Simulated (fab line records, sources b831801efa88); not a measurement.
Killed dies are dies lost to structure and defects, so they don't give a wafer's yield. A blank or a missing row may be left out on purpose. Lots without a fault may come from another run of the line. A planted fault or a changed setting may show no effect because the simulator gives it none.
Which tool did it? | flow sky130 | 6 lots, 18 wafers sampled, at 4 steps of a route of 708

WHAT THE GAUGES READ, wafer by wafer
SKY_METAL1_RS_MEAS_05: measures by four-point-probe.
lot  | measured     | on            | METAL1_ALCU_RS (ohm/sq)
L652 | day 31 20:23 | film_metro-03 | 0.1287 0.1295 0.1270
L654 | day 32 10:27 | film_metro-02 | 0.1289 0.1278 0.1274
L658 | day 34 00:23 | film_metro-03 | 0.1253 0.1247 0.1239
L666 | day 36 08:55 | film_metro-03 | 0.1281 0.1289 0.1271
L672 | day 38 05:25 | film_metro-04 | 0.1268 0.1268 0.1260
L674 | day 38 22:14 | film_metro-02 | 0.1263 0.1271 0.1265

WHICH TOOL RAN EACH LOT (tool, then ch and the chambers of the sampled wafers, then the start)
lot  | SKY_CONTACT_ETCH_16                | SKY_METAL1_SPUTTER_00        | SKY_METAL1_SPUTTER_04
L652 | rie_diel-03 ch 2,3, day 31 18:20   | pvd_sputter-04, day 31 20:13 | pvd_sputter-04, day 31 20:18
L654 | rie_diel-02 ch 0,1,2, day 32 08:31 | pvd_sputter-04, day 32 10:15 | pvd_sputter-04, day 32 10:20
L658 | rie_diel-01 ch 0,1,2, day 33 22:47 | pvd_sputter-03, day 34 00:13 | pvd_sputter-03, day 34 00:19
L666 | rie_diel-03 ch 0,2,3, day 36 07:22 | pvd_sputter-03, day 36 08:46 | pvd_sputter-03, day 36 08:51
L672 | rie_diel-03 ch 0,1, day 38 03:52   | pvd_sputter-02, day 38 05:15 | pvd_sputter-02, day 38 05:20
L674 | rie_diel-02 ch 0,2,3, day 38 20:41 | pvd_sputter-04, day 38 22:04 | pvd_sputter-04, day 38 22:10
- SKY_CONTACT_ETCH_16: etches BARC in N2/H2, stops on SiO2, time 45.9 s, target depth 60 nm.
- SKY_METAL1_SPUTTER_00: material Ti, target thk 15 nm, time 10 s.
- SKY_METAL1_SPUTTER_04: material TiN, target thk 70 nm, time 58.3 s.

THE ANSWER, worked out from the rows above alone
Rule: what is usual is taken from the lots themselves. Put in order of their means at a reading, lots are off if they are a third of the lots or fewer, leave a main group of 4 or more, and stand apart from it by a gap of 3 or more times the standard deviation of the main group's means; of several such gaps the widest counts. A main group whose means are all the same, to the digits that the tables above print for the reading, isn't used. A lot without any number at a reading at which 4 lots or more have one is off too. The other lots that the step has rows for count as sound.
No lot is off at any reading shown: from this, nothing can be told.

WHAT THE SIMULATOR HAD PUT IN
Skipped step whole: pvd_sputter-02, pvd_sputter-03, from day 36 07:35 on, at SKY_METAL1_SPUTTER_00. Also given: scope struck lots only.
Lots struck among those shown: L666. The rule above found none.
